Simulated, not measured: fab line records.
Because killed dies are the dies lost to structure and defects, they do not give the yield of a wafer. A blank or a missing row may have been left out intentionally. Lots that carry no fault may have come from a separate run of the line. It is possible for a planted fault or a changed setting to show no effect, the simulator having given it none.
Shared-tool check + flow sky130 + 12 lots, 36 wafers sampled

## THE REASON FOR OPENING IT
SKY_SONOS_ONO_THK_MEAS_03, reading SONOS_ONO_CVD_02_THK: flagged on 3 of 12 lots. Fault-free wafers read 10.55 nm, with a standard deviation of 0.13.
Rule: a lot is flagged when every wafer of it that has a number lies more than 4 standard deviations from that mean, or none has a number. As for the other lots, they are considered sound.

| lot  | measured     | on            | SONOS_ONO_CVD_02_THK (nm), wafer by wafer | flag    |
|------|--------------|---------------|-------------------------------------------|---------|
| L625 | day 11 19:09 | film_metro-01 | 10.59 10.63 10.54                         |         |
| L627 | day 12 07:58 | film_metro-04 | 10.36 10.33 10.25                         |         |
| L628 | day 12 16:31 | film_metro-01 | 10.54 10.62 10.49                         |         |
| L632 | day 14 04:12 | film_metro-01 | 10.54 10.49 10.50                         |         |
| L634 | day 14 22:05 | film_metro-01 | 10.53 10.53 10.50                         |         |
| L635 | day 15 01:10 | film_metro-03 | 6.33 6.28 6.42                            | FLAGGED |
| L636 | day 15 06:29 | film_metro-04 | 6.03 6.01 6.06                            | FLAGGED |
| L637 | day 15 15:59 | film_metro-01 | 6.23 6.17 6.16                            | FLAGGED |
| L645 | day 18 05:34 | film_metro-01 | 10.34 10.35 10.35                         |         |
| L646 | day 18 16:32 | film_metro-01 | 10.67 10.66 10.61                         |         |
| L647 | day 19 02:58 | film_metro-01 | 10.58 10.59 10.57                         |         |
| L648 | day 19 08:52 | film_metro-03 | 10.70 10.71 10.76                         |         |
The numbers of the flagged lots are 6.19 nm on average: -4.36 nm against the usual, or -34 standard deviations.

## LOT BY LOT: THE TOOL USED
The record holds 1 process step before the reading, out of a route of 708 steps. Read each cell as the tool, then ch plus the chambers that the sampled wafers visited, then the start.
| lot  | flag    | SKY_SONOS_ONO_CVD_02        |
|------|---------|-----------------------------|
| L625 |         | lpcvd-02 ch 0, day 11 18:06 |
| L627 |         | lpcvd-02 ch 1, day 12 06:55 |
| L628 |         | lpcvd-02 ch 1, day 12 15:27 |
| L632 |         | lpcvd-02 ch 1, day 14 02:37 |
| L634 |         | lpcvd-02 ch 0, day 14 21:02 |
| L635 | FLAGGED | lpcvd-02 ch 1, day 15 00:06 |
| L636 | FLAGGED | lpcvd-02 ch 1, day 15 05:26 |
| L637 | FLAGGED | lpcvd-02 ch 0, day 15 14:56 |
| L645 |         | lpcvd-02 ch 0, day 18 03:59 |
| L646 |         | lpcvd-02 ch 1, day 18 15:29 |
| L647 |         | lpcvd-02 ch 1, day 19 01:55 |
| L648 |         | lpcvd-02 ch 0, day 19 07:49 |
What is done by these steps:
- SKY_SONOS_ONO_CVD_02: deposits Si3N4 from DCS/NH3, target thk 10.5 nm, time 180 s.
- SKY_SONOS_ONO_THK_MEAS_03

## FLAGGED AGAINST TOTAL, ONE TOOL AT A TIME (gauges that did the reading follow at the end)
| step                      | tool          | lots run | flagged | share of the flagged lots | sound lots run after its first flagged lot |
|---------------------------|---------------|----------|---------|---------------------------|--------------------------------------------|
| SKY_SONOS_ONO_CVD_02      | lpcvd-02      | 12       | 3       | all                       | 4 (L645,L646,L647,L648)                    |
| SKY_SONOS_ONO_THK_MEAS_03 | film_metro-01 | 8        | 1       | some                      | 3 (L645,L646,L647)                         |
| SKY_SONOS_ONO_THK_MEAS_03 | film_metro-03 | 2        | 1       | some                      | 1 (L648)                                   |
| SKY_SONOS_ONO_THK_MEAS_03 | film_metro-04 | 2        | 1       | some                      | 0                                          |

## WHAT IS ALLOWED BY THE TABLE
All flagged lots share 1 row of the table, namely lpcvd-02 at SKY_SONOS_ONO_CVD_02.
- lpcvd-02 at SKY_SONOS_ONO_CVD_02 ran 12 lots, 3 of them flagged. Sound lots ran on it after the first flagged one (L645, L646, L647, L648), which a lasting fault on the whole tool wouldn't allow.
There is no row in the table that ran each flagged lot and no sound lot after the first.

## WHAT THE SIMULATOR PUT IN
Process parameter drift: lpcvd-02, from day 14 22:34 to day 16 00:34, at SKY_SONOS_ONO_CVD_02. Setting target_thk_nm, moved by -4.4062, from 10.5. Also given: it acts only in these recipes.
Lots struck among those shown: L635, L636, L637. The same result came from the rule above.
